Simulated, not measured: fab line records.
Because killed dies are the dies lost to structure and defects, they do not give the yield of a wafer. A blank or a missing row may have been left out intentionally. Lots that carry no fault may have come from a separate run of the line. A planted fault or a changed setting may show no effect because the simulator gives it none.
fab line records | flow sky130 | part 1 of 2: steps 1 to 42 of 43
record: lots: 6 wafers: 18 last-day: 48
route steps=708 shown LDD_LDN@294 SPACER@304 POLY_CUT@307 SD_P@320 RES_XHIGH@332 PAD_OPEN@708
lots that met no fault: from a run of the same line without faults
start-h: hours from the record's first day to the start of the lot's first wafer shown | wait-h: how many hours have passed since the lot's step before this one | " unchanged from the row above | L1.1+2: a row that stands for several wafers | - no value, or no start was given | * or withheld: withheld | < > ~ a bound
route shown NAME@n: NAME is a module with steps in the file, n the number in the route of the first one | usual: mean/standard deviation of fault-free wafers | same: alike in all rows | chamber/n: place in a boat | sites: per-site readings | _std_site: their standard deviation | _edge_site: the outer-site mean with the inner-site mean subtracted | radius-mm: how far each site lies from the wafer's centre | mask NAME#n: copy n | behind: the last tool/chamber to shape the wafer | hold: cause of the lot's hold/its duration in hours/its outcome | device: the transistor (n, p or np) that didn't switch | end of line: at the end of the route, the tests of the same wafers | a step with no rows: only its recipe | killed: not the wafer's yield, but the dies lost to structure and defects at the first sort | map: a wafer's dies, marking killed ones x, the rest . and places with no die _
set.NAME: the setting that was run; set.NAME@STEP: the one run at that earlier step | model.NAME: the simulator's own value behind a step, which no gauge read
lots seen at some steps along the route; tables by step, rows by wafer
services: the hour from which a tool's chamber was out of use, counted from the record's first day as start-h (under 0 if before that day), plus the number of hours and why
== steps ==
step: SKY_LDD_LDN_PEB_05
recipe: temp-c: withheld time-s: * resist: NOVOLAK
step: SKY_LDD_LDN_DEVELOP_06
recipe: resist: NOVOLAK developer: TMAH develop-time-s: 60 dev-temp-c: 23
step: SKY_LDD_LDN_OVL_MEAS_07
usual: LDD_LDN_OVL: 0.6/1.7
columns lot.wafer tool chamber start-h wait-h LDD_LDN_OVL[nm]
L949.1 overlay-01 - 517.14 0.1 0.3
L949.2 " - " " 0.5
L949.4 " - " " -0.8
L950.2 overlay-01 - 528.34 0.1 2.5
L950.3 " - " " 2.4
L950.5 " - " " 0.7
L951.3 overlay-02 - 575.31 0.1 1.2
L951.4 " - " " 2.3
L951.5 " - " " 3.0
L954.1 overlay-01 - 585.29 0.1 -2.8
L954.2 " - " " -0.8
L954.6 " - " " -1.3
L963.3 overlay-01 - 633.65 0.1 -0.8
L963.5 " - " " 1.1
L963.6 " - " " 1.3
L964.1 overlay-01 - 645.40 0.1 -1.1
L964.3 " - " " 0.5
L964.4 " - " " 0.5
step: SKY_LDD_LDN_IMPLANT_08
recipe: species: As energy-kev: 15 dose-cm2: 1.25e+13 tilt-deg: withheld rotation-deg: 23
step: SKY_LDD_LDN_IMPLANT_09
recipe: species: As energy-kev: 15 dose-cm2: 1.25e+13 tilt-deg: withheld rotation-deg: 113
step: SKY_LDD_LDN_IMPLANT_10
recipe: species: As energy-kev: 15 dose-cm2: 1.25e+13 tilt-deg: withheld rotation-deg: 203
step: SKY_LDD_LDN_IMPLANT_11
recipe: species: As energy-kev: 15 dose-cm2: 1.25e+13 tilt-deg: withheld rotation-deg: 293
step: SKY_LDD_LDN_STRIP_12
recipe: chemistry: O2/N2 power-w: 1400 pressure-mtorr: 1500 platen-temp-c: withheld o2-flow-sccm: 3000 n2-flow-sccm: 300 overash-fraction: 0.5
usual: drypump-motor-current-A: 5.6/0.39 oes-product-au: 0.715/0.0039 strip-time-to-endpoint-s: 14.17/0.041
columns lot.wafer tool chamber start-h wait-h drypump-motor-current-A oes-product-au rf-hours-counter-h strip-time-to-endpoint-s
L949.1 plasma-asher-02 1 517.78 0.1 5.1 0.722 8 14.22
L949.2 " 0 " " 5.2 0.718 8 14.27
L949.4 " 1 " " 5.2 0.715 - 14.22
L950.2 plasma-asher-01 0 528.97 0.1 5.9 0.713 73 14.20
L950.3 " 1 " " 5.2 0.717 - 14.18
L950.5 " 1 " " 5.2 0.720 - 14.24
L951.3 plasma-asher-02 0 575.97 0.1 5.2 0.714 - 14.23
L951.4 " 1 " " 5.2 0.723 - 14.21
L951.5 " 0 " " 5.2 0.710 - 14.20
L954.1 plasma-asher-04 1 585.92 0.1 6.0 0.715 90 14.18
L954.2 " 0 " " 6.0 0.715 90 14.16
L954.6 " 1 " " 6.1 0.708 - 14.19
L963.3 plasma-asher-04 0 634.31 0.1 6.0 0.718 - 14.16
L963.5 " 1 " " 6.0 0.715 - 14.14
L963.6 " 0 " " 6.0 0.716 - 14.10
L964.1 plasma-asher-02 1 646.03 0.1 5.1 0.718 22 14.14
L964.3 " 0 " " 5.2 0.714 - 14.13
L964.4 " 1 " " 5.1 0.717 - 14.15
step: SKY_LDD_LDN_TW_MEAS_13
usual: LDD_LDN_TW: 1479/8.2
columns lot.wafer tool chamber start-h wait-h LDD_LDN_TW
L949.1 film-metro-03 - 517.88 0.1 1472
L949.2 " - " " 1484
L949.4 " - " " 1480
L950.2 film-metro-04 - 529.08 0.1 1473
L950.3 " - " " 1479
L950.5 " - " " 1478
L951.3 film-metro-03 - 576.05 0.1 1485
L951.4 " - " " 1474
L951.5 " - " " 1469
L954.1 film-metro-04 - 586.02 0.1 1488
L954.2 " - " " 1492
L954.6 " - " " 1488
L963.3 film-metro-03 - 634.39 0.1 1491
L963.5 " - " " 1484
L963.6 " - " " 1486
L964.1 film-metro-04 - 646.13 0.1 1488
L964.3 " - " " 1495
L964.4 " - " " 1489
step: SKY_LDD_LDN_CLEAN_14
recipe: chemistry: SC1/SC2 mix: 1:4:20 temp-c: 70 time-s: 150 dry: n2-spin
step: SKY_SPACER_CVD_00
recipe: material: Si3N4 precursor: DCS/NH3 target-thk-nm: 43.1 temp-c: 770 time-s: 740 pressure-mtorr: 250
step: SKY_SPACER_THK_MEAS_01
recipe: reads: Si3N4_of_SPACER_CVD_00
usual: SPACER_CVD_00_THK: 42.9/0.39
columns lot.wafer tool chamber start-h wait-h SPACER_CVD_00_THK[nm]
L949.1 film-metro-01 - 519.20 0.0 43.0
L949.2 " - " " 42.9
L949.4 " - " " 42.8
L950.2 film-metro-01 - 531.58 0.0 42.5
L950.3 " - " " 42.8
L950.5 " - " " 42.5
L951.3 film-metro-01 - 577.44 0.0 42.0
L951.4 " - " " 42.0
L951.5 " - " " 42.3
L954.1 film-metro-04 - 589.45 0.0 42.4
L954.2 " - " " 42.2
L954.6 " - " " 42.6
L963.3 film-metro-02 - 636.53 0.0 42.9
L963.5 " - " " 43.1
L963.6 " - " " 42.9
L964.1 film-metro-01 - 647.45 0.0 42.6
L964.3 " - " " 42.7
L964.4 " - " " 42.8
step: SKY_SPACER_ETCHBACK_02
recipe: chemistry: CH3F/O2 target: Si3N4 stop-on: SiO2 source-w: 400 bias-w: 80 pressure-mtorr: 25 ch3f-flow-sccm: 40 O2_flow_sccm: 30 time-s: 46.7 target-depth-a: 450
usual: drypump-motor-current-A: 5.6/0.5 oes-product-au: 0.852/0.0063 throttle-valve-pct: 10.562/0.0096
columns lot.wafer tool chamber start-h wait-h drypump-motor-current-A oes-product-au rf-hours-counter-h throttle-valve-pct
L949.1 rie-diel-04 2 519.26 0.1 5.2 0.856 13 10.554
L949.2 " 1 " " 6.1 0.852 10 10.560
L949.4 " 0 " " 5.1 0.852 8 10.576
L950.2 rie-diel-02 2 531.63 0.0 5.2 0.844 13 10.553
L950.3 " 0 " " 4.9 0.846 5 10.556
L950.5 " 2 " " 5.2 0.852 - 10.563
L951.3 rie-diel-03 1 577.48 0.0 5.5 0.843 1 10.560
L951.4 " 3 " " 6.6 0.840 56 10.563
L951.5 " 1 " " 5.4 0.839 - 10.547
L954.1 rie-diel-03 1 589.51 0.1 5.5 0.850 1 10.573
L954.2 " 3 " " 6.6 0.851 56 10.561
L954.6 " 1 " " 5.5 0.853 - 10.557
L963.3 rie-diel-04 0 636.57 0.0 5.1 0.860 11 10.562
L963.5 " 0 " " 5.1 0.856 - 10.575
L963.6 " 1 " " 6.1 0.864 - 10.568
L964.1 rie-diel-04 3 647.51 0.1 5.6 0.848 6 10.556
L964.3 " 1 " " 6.1 0.852 12 10.561
L964.4 " 0 " " 5.1 0.840 11 10.544
step: SKY_POLY_CUT_DEHYDRATE_00
recipe: temp-c: 200 time-s: 60
step: SKY_POLY_CUT_HMDS_01
recipe: prime-time-s: 60 prime-temp-c: 120
step: SKY_POLY_CUT_COAT_02
recipe: resist: BARC temp-c: withheld time-s: withheld spin-rpm: 3000 resist-thk-nm: 60
step: SKY_POLY_CUT_COAT_03
recipe: resist: KrF-thick spin-rpm: 3000 resist-thk-nm: 447.2
step: SKY_POLY_CUT_SOFTBAKE_04
recipe: temp-c: 100 time-s: 90 resist: KrF-thick
step: SKY_POLY_CUT_EXPOSE_05
recipe: mask-id: NPCM na: 0.8 source-shape: annular sigma-inner: 0.55 sigma-outer: 0.85 target-cd-nm: 270 dose-mj: 32
step: SKY_POLY_CUT_PEB_06
recipe: peb-temp-c: withheld peb-time-s: withheld resist: KrF-thick
step: SKY_POLY_CUT_DEVELOP_07
recipe: develop-time-s: 60 resist: KrF-thick dev-temp-c: 21
step: SKY_POLY_CUT_CD_MEAS_08
recipe: target-cd-nm: 270
usual: cd-nm: 269.9/1.1
columns lot.wafer tool chamber start-h wait-h cd-nm
L949.1 cd-sem-02 - 549.54 - 270.5
L949.2 " - " " 270.3
L949.4 " - " " 270.1
L950.2 cd-sem-01 - 561.39 - 268.8
L950.3 " - " " 270.9
L950.5 " - " " 269.9
L951.3 cd-sem-01 - 606.08 - 270.3
L951.4 " - " " 271.0
L951.5 " - " " 271.7
L954.1 cd-sem-01 - 618.27 - 271.2
L954.2 " - " " 269.2
L954.6 " - " " 270.9
L963.3 cd-sem-02 - 665.16 - 268.6
L963.5 " - " " 268.3
L963.6 " - " " 269.0
L964.1 cd-sem-01 - 675.72 - 271.6
L964.3 " - " " 270.0
L964.4 " - " " 270.3
step: SKY_POLY_CUT_OVL_MEAS_09
usual: POLY_CUT_OVL: 0/4.8
columns lot.wafer tool chamber start-h wait-h POLY_CUT_OVL[nm]
L949.1 overlay-01 - 549.66 0.1 1
L949.2 " - " " 5
L949.4 " - " " 1
L950.2 overlay-01 - 561.50 0.1 -1
L950.3 " - " " -5
L950.5 " - " " -2
L951.3 overlay-01 - 606.17 0.1 -7
L951.4 " - " " -7
L951.5 " - " " 1
L954.1 overlay-02 - 618.39 0.1 1
L954.2 " - " " -3
L954.6 " - " " -4
L963.3 overlay-01 - 665.25 0.1 -9
L963.5 " - " " -8
L963.6 " - " " -3
L964.1 overlay-01 - 675.84 0.1 -5
L964.3 " - " " -5
L964.4 " - " " -11
step: SKY_POLY_CUT_ETCH_10
recipe: chemistry: N2/H2 target: BARC ion-energy-ev: 200 source-w: 500 bias-w: 100 pressure-mtorr: 30 n2-flow-sccm: 100 h2-flow-sccm: 200 stop-on: SiO2 time-s: 45.9 target-depth-a: 600
step: SKY_POLY_CUT_ETCH_11
recipe: target: Si3N4 chemistry: CF4/CH2F2/Ar stop-on: poly-Si source-w: 600 bias-w: 150 pressure-mtorr: 40 cf4-flow-sccm: 40 ch2f2-flow-sccm: 20 Ar_flow_sccm: 150 time-s: 42.5 target-depth-a: 600
usual: cf4-flow-sccm: 39.99/0.099 drypump-motor-current-A: 5.8/0.52 mfc-ar-sccm: 149.9/0.48 oes-product-au: 0.827/0.0067 throttle-valve-pct: 14.993/0.009
columns lot.wafer tool chamber start-h wait-h cf4-flow-sccm drypump-motor-current-A mfc-ar-sccm oes-product-au rf-hours-counter-h throttle-valve-pct
L949.1 rie-diel-03 1 549.73 0.0 39.82 5.5 149.4 0.831 0 14.995
L949.2 " 3 " " 39.99 6.6 150.8 0.820 56 15.000
L949.4 " 2 " " 39.94 5.3 150.3 0.819 2 14.995
L950.2 rie-diel-03 0 561.57 0.0 40.00 5.8 149.9 0.829 62 15.001
L950.3 " 2 " " 40.09 5.3 149.7 0.827 3 14.999
L950.5 " 2 " " 40.17 5.4 149.3 0.825 - 14.995
L951.3 rie-diel-01 2 606.23 0.0 39.96 6.4 150.6 0.832 42 14.993
L951.4 " 1 " " 39.97 5.1 149.8 0.836 10 15.006
L951.5 " 3 " " 39.96 6.0 149.8 0.828 - 14.987
L954.1 rie-diel-03 0 618.46 0.0 40.15 5.8 150.6 0.820 63 14.995
L954.2 " 1 " " 39.95 5.4 149.8 0.816 1 14.997
L954.6 " 1 " " 40.08 5.5 150.2 0.811 - 15.017
L963.3 rie-diel-02 0 665.32 0.0 39.92 4.9 150.5 0.828 8 14.986
L963.5 " 2 " " 39.97 5.2 149.5 0.832 - 14.998
L963.6 " 3 " " 40.04 6.3 149.3 0.829 - 14.986
L964.1 rie-diel-02 3 675.92 0.0 39.86 6.3 150.6 0.824 6 15.005
L964.3 " 2 " " 40.09 5.2 150.5 0.827 16 15.005
L964.4 " 1 " " 40.08 6.0 149.8 0.825 7 14.995
step: SKY_POLY_CUT_STRIP_12
recipe: chemistry: O2/N2 power-w: 1400 pressure-mtorr: 1500 platen-temp-c: withheld o2-flow-sccm: 3000 n2-flow-sccm: 300 overash-fraction: 0.5
usual: drypump-motor-current-A: 5.7/0.53 oes-product-au: 0.451/0.0045 strip-time-to-endpoint-s: 5.324/0.016
columns lot.wafer tool chamber start-h wait-h drypump-motor-current-A oes-product-au rf-hours-counter-h strip-time-to-endpoint-s
L949.1 plasma-asher-03 0 549.77 0.0 6.5 0.442 39 5.344
L949.2 " 1 " " 5.9 0.458 39 5.330
L949.4 " 1 " " 5.9 0.445 - 5.321
L950.2 plasma-asher-02 0 561.61 0.0 5.2 0.453 13 5.322
L950.3 " 0 " " 5.2 0.451 - 5.318
L950.5 " 0 " " 5.2 0.453 - 5.329
L951.3 plasma-asher-01 0 606.31 0.1 5.9 0.449 - 5.294
L951.4 " 1 " " 5.2 0.450 - 5.308
L951.5 " 0 " " 5.9 0.444 - 5.311
L954.1 plasma-asher-03 0 618.50 0.0 6.5 0.448 46 5.312
L954.2 " 1 " " 5.8 0.456 46 5.319
L954.6 " 0 " " 6.5 0.455 - 5.328
L963.3 plasma-asher-03 0 665.39 0.1 6.5 0.453 - 5.291
L963.5 " 1 " " 5.9 0.456 - 5.318
L963.6 " 0 " " 6.5 0.445 - 5.276
L964.1 plasma-asher-01 0 675.96 0.0 5.8 0.451 88 5.329
L964.3 " 0 " " 5.8 0.445 - 5.306
L964.4 " 1 " " 5.2 0.454 - 5.332
step: SKY_SD_P_DEHYDRATE_00
recipe: temp-c: 200 time-s: 60
step: SKY_SD_P_HMDS_01
recipe: prime-time-s: 60 prime-temp-c: 120
step: SKY_SD_P_COAT_02
recipe: resist: NOVOLAK spin-rpm: 3000 resist-thk-nm: 1140
step: SKY_SD_P_SOFTBAKE_03
recipe: temp-c: 90 time-s: 62.55 resist: NOVOLAK
usual: chill-plate-temp-C: 22.98/0.12 plate-sensor-t-centre-C: 90.757/0.011 plate-sensor-t-edge-C: 90.829/0.0096
columns lot.wafer tool chamber start-h wait-h chill-plate-temp-C plate-sensor-t-centre-C plate-sensor-t-edge-C
L949.1 litho-track-04 0 564.44 0.1 22.88 90.775 90.838
L949.2 " 0 " " 22.89 90.763 90.823
L949.4 " 0 " " 22.89 90.777 90.818
L950.2 litho-track-01 0 576.54 0.1 23.01 90.777 90.842
L950.3 " 0 " " 23.11 90.753 90.831
L950.5 " 0 " " 23.02 90.774 90.833
L951.3 litho-track-01 0 619.32 0.1 22.83 90.749 90.830
L951.4 " 0 " " 22.82 90.751 90.840
L951.5 " 0 " " 22.75 90.768 90.846
L954.1 litho-track-02 0 634.05 0.1 22.76 90.756 90.835
L954.2 " 0 " " 22.92 90.758 90.812
L954.6 " 0 " " 22.96 90.752 90.817
L963.3 litho-track-04 0 678.49 0.1 22.99 90.763 90.833
L963.5 " 0 " " 22.90 90.757 90.830
L963.6 " 0 " " 23.00 90.751 90.829
L964.1 litho-track-01 0 688.72 0.1 23.19 90.773 90.828
L964.3 " 0 " " 23.09 90.768 90.842
L964.4 " 0 " " 23.07 90.763 90.824
step: SKY_SD_P_EXPOSE_04
recipe: mask-id: PSDM na: 0.6 source-shape: conventional sigma-outer: 0.6 polarization: unpolarized target-cd-nm: 380 dose-mj: 138
step: SKY_SD_P_PEB_05
recipe: temp-c: withheld time-s: * resist: NOVOLAK
step: SKY_SD_P_DEVELOP_06
recipe: resist: NOVOLAK developer: TMAH develop-time-s: 60 dev-temp-c: 23
step: SKY_SD_P_CD_MEAS_07
recipe: target-cd-nm: 380
usual: cd-nm: 380.1/2.3
columns lot.wafer tool chamber start-h wait-h cd-nm
L949.1 cd-sem-01 - 579.44 0.1 377.1
L949.2 " - " " 377.2
L949.4 " - " " 374.1
L950.2 cd-sem-02 - 590.02 0.1 381.0
L950.3 " - " " 382.1
L950.5 " - " " 383.2
L951.3 cd-sem-01 - 634.66 0.1 381.3
L951.4 " - " " 379.1
L951.5 " - " " 380.8
L954.1 cd-sem-01 - 647.54 0.1 381.3
L954.2 " - " " 380.3
L954.6 " - " " 377.8
L963.3 cd-sem-02 - 692.71 0.1 385.0
L963.5 " - " " 385.5
L963.6 " - " " 386.2
L964.1 cd-sem-01 - 703.20 0.1 380.6
L964.3 " - " " 378.2
L964.4 " - " " 380.1
step: SKY_SD_P_OVL_MEAS_08
usual: SD_P_OVL: -0.6/1.6
columns lot.wafer tool chamber start-h wait-h SD_P_OVL[nm]
L949.1 overlay-02 - 579.56 0.1 -0.4
L949.2 " - " " -0.2
L949.4 " - " " -0.3
L950.2 overlay-01 - 590.12 0.1 -1.5
L950.3 " - " " -1.8
L950.5 " - " " 0.0
L951.3 overlay-01 - 634.75 0.1 -1.8
L951.4 " - " " -1.7
L951.5 " - " " -1.4
L954.1 overlay-01 - 647.66 0.1 -1.4
L954.2 " - " " -2.0
L954.6 " - " " -1.0
L963.3 overlay-02 - 692.80 0.1 0.4
L963.5 " - " " -0.1
L963.6 " - " " 0.8
L964.1 overlay-01 - 703.32 0.1 -2.2
L964.3 " - " " -2.3
L964.4 " - " " -2.2
step: SKY_SD_P_IMPLANT_09
recipe: species: BF2 energy-kev: 20 dose-cm2: 3e+15 tilt-deg: 0
step: SKY_SD_P_STRIP_10
recipe: chemistry: O2/N2 power-w: 1400 pressure-mtorr: 1500 platen-temp-c: withheld o2-flow-sccm: 3000 n2-flow-sccm: 300 overash-fraction: 0.5
usual: drypump-motor-current-A: 6.0/0.38 oes-product-au: 0.618/0.0043 strip-time-to-endpoint-s: 17.48/0.048
columns lot.wafer tool chamber start-h wait-h drypump-motor-current-A oes-product-au rf-hours-counter-h strip-time-to-endpoint-s
L949.1 plasma-asher-01 0 579.74 0.1 5.8 0.615 78 17.53
L949.2 " 1 " " 5.2 0.616 78 17.52
L949.4 " 0 " " 5.9 0.627 - 17.55
L950.2 plasma-asher-03 0 590.30 0.1 6.5 0.619 43 17.56
L950.3 " 0 " " 6.5 0.611 - 17.49
L950.5 " 1 " " 5.9 0.619 - 17.51
L951.3 plasma-asher-01 0 634.96 0.1 5.9 0.615 - 17.52
L951.4 " 1 " " 5.2 0.612 - 17.60
L951.5 " 1 " " 5.2 0.621 - 17.55
L954.1 plasma-asher-03 1 647.84 0.1 5.8 0.621 49 17.47
L954.2 " 0 " " 6.5 0.623 49 17.51
L954.6 " 0 " " 6.5 0.619 - 17.46
L963.3 plasma-asher-03 0 693.01 0.1 6.5 0.616 - 17.54
L963.5 " 1 " " 5.9 0.626 - 17.53
L963.6 " 0 " " 6.5 0.618 - 17.48
L964.1 plasma-asher-01 0 703.50 0.1 5.9 0.613 90 17.43
L964.3 " 0 " " 5.9 0.616 - 17.42
L964.4 " 1 " " 5.2 0.615 - 17.42
step: SKY_SD_P_TW_MEAS_11
usual: SD_P_TW: 2828/17
columns lot.wafer tool chamber start-h wait-h SD_P_TW
L949.1 film-metro-04 - 579.84 0.1 2829
L949.2 " - " " 2815
L949.4 " - " " 2838
L950.2 film-metro-04 - 590.41 0.1 2844
L950.3 " - " " 2848
L950.5 " - " " 2851
L951.3 film-metro-02 - 635.05 0.1 2802
L951.4 " - " " 2806
L951.5 " - " " 2813
L954.1 film-metro-02 - 647.94 0.1 2801
L954.2 " - " " 2798
L954.6 " - " " 2821
L963.3 film-metro-04 - 693.10 0.1 2838
L963.5 " - " " 2852
L963.6 " - " " 2834
L964.1 film-metro-02 - 703.60 0.1 2827
L964.3 " - " " 2822
L964.4 " - " " 2824
step: SKY_RES_XHIGH_DEHYDRATE_00
recipe: temp-c: 200 time-s: 60
step: SKY_RES_XHIGH_HMDS_01
recipe: prime-time-s: 60 prime-temp-c: 120
step: SKY_RES_XHIGH_COAT_02
recipe: resist: NOVOLAK spin-rpm: 3000 resist-thk-nm: 1140
step: SKY_RES_XHIGH_SOFTBAKE_03
recipe: temp-c: 90 time-s: 60 resist: NOVOLAK
